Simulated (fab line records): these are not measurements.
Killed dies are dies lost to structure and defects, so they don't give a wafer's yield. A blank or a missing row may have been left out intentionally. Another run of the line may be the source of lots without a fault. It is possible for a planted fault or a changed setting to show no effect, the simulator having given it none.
Check for tools in common    flow gf180mcu    Lots sampled 13, wafers sampled 39

## REASON IT WAS OPENED
At GF_MVSD_TW_MEAS_11 the reading MVSD_TW is flagged on 4 of 13 lots. Fault-free wafers read 1565, with a standard deviation of 13.
Rule: a lot is flagged in two cases, either no wafer of it has a number, or all its wafers with numbers fall more than 4 standard deviations from that mean. All remaining lots are regarded as sound.

lot   measured     on            MVSD_TW, wafer by wafer  flag
L421  day 4 11:24  filmMetro-03  1555 1543 1540           
L422  day 4 17:23  filmMetro-01  1577 1569 1571           
L423  day 4 23:22  filmMetro-03  1547 1546 1551           
L424  day 5 04:12  filmMetro-01  1579 1575 1571           
L425  day 5 11:21  filmMetro-04  1565 1566 1574           
L426  day 5 15:08  filmMetro-04  1563 1568 1566           
L427  day 5 20:10  filmMetro-04  1569 1574 1573           
L430  day 6 15:15  filmMetro-04  1571 1568 1568           
L432  day 7 04:12  filmMetro-01  1568 1560 1568           
L436  day 8 02:21  filmMetro-04  1680 1676 1687           FLAGGED
L437  day 8 06:32  filmMetro-03  1638 1646 1641           FLAGGED
L438  day 8 12:00  filmMetro-01  1678 1669 1683           FLAGGED
L439  day 8 17:41  filmMetro-03  1636 1644 1641           FLAGGED
The mean of the flagged lots' numbers is 1660, +95 from the usual (+7 standard deviations).

## TOOL THAT RAN EACH LOT
The record holds 1 process step before the reading, out of a route of 602 steps. Every cell lists first the tool, next ch and the chambers used by the sampled wafers, and last the start.
lot   flag     GF_MVSD_IMPLANT_09
L421           implanter-03 ch 0, day 4 11:10
L422           implanter-04 ch 0, day 4 17:08
L423           implanter-01 ch 0, day 4 22:58
L424           implanter-04 ch 0, day 5 03:58
L425           implanter-04 ch 0, day 5 11:07
L426           implanter-04 ch 0, day 5 14:55
L427           implanter-03 ch 0, day 5 19:57
L430           implanter-01 ch 0, day 6 15:00
L432           implanter-03 ch 0, day 7 03:57
L436  FLAGGED  implanter-03 ch 0, day 8 02:07
L437  FLAGGED  implanter-03 ch 0, day 8 06:17
L438  FLAGGED  implanter-04 ch 0, day 8 11:45
L439  FLAGGED  implanter-01 ch 0, day 8 17:28
What the steps here do:
- GF_MVSD_IMPLANT_09
- GF_MVSD_TW_MEAS_11

## FLAGGED OVER TOTAL, TOOL BY TOOL (the gauges that took the reading come last)
step                tool          lots run  flagged  share of the flagged lots  sound lots run after its first flagged lot
GF_MVSD_IMPLANT_09  implanter-01  3         1        some                       0
GF_MVSD_IMPLANT_09  implanter-03  5         2        some                       0
GF_MVSD_IMPLANT_09  implanter-04  5         1        some                       0
GF_MVSD_TW_MEAS_11  filmMetro-01  4         1        some                       0
GF_MVSD_TW_MEAS_11  filmMetro-03  4         2        some                       0
GF_MVSD_TW_MEAS_11  filmMetro-04  5         1        some                       0

## WHAT IS ALLOWED BY THE TABLE
No row of the table ran every flagged lot.

## WHAT THE SIMULATOR PUT IN
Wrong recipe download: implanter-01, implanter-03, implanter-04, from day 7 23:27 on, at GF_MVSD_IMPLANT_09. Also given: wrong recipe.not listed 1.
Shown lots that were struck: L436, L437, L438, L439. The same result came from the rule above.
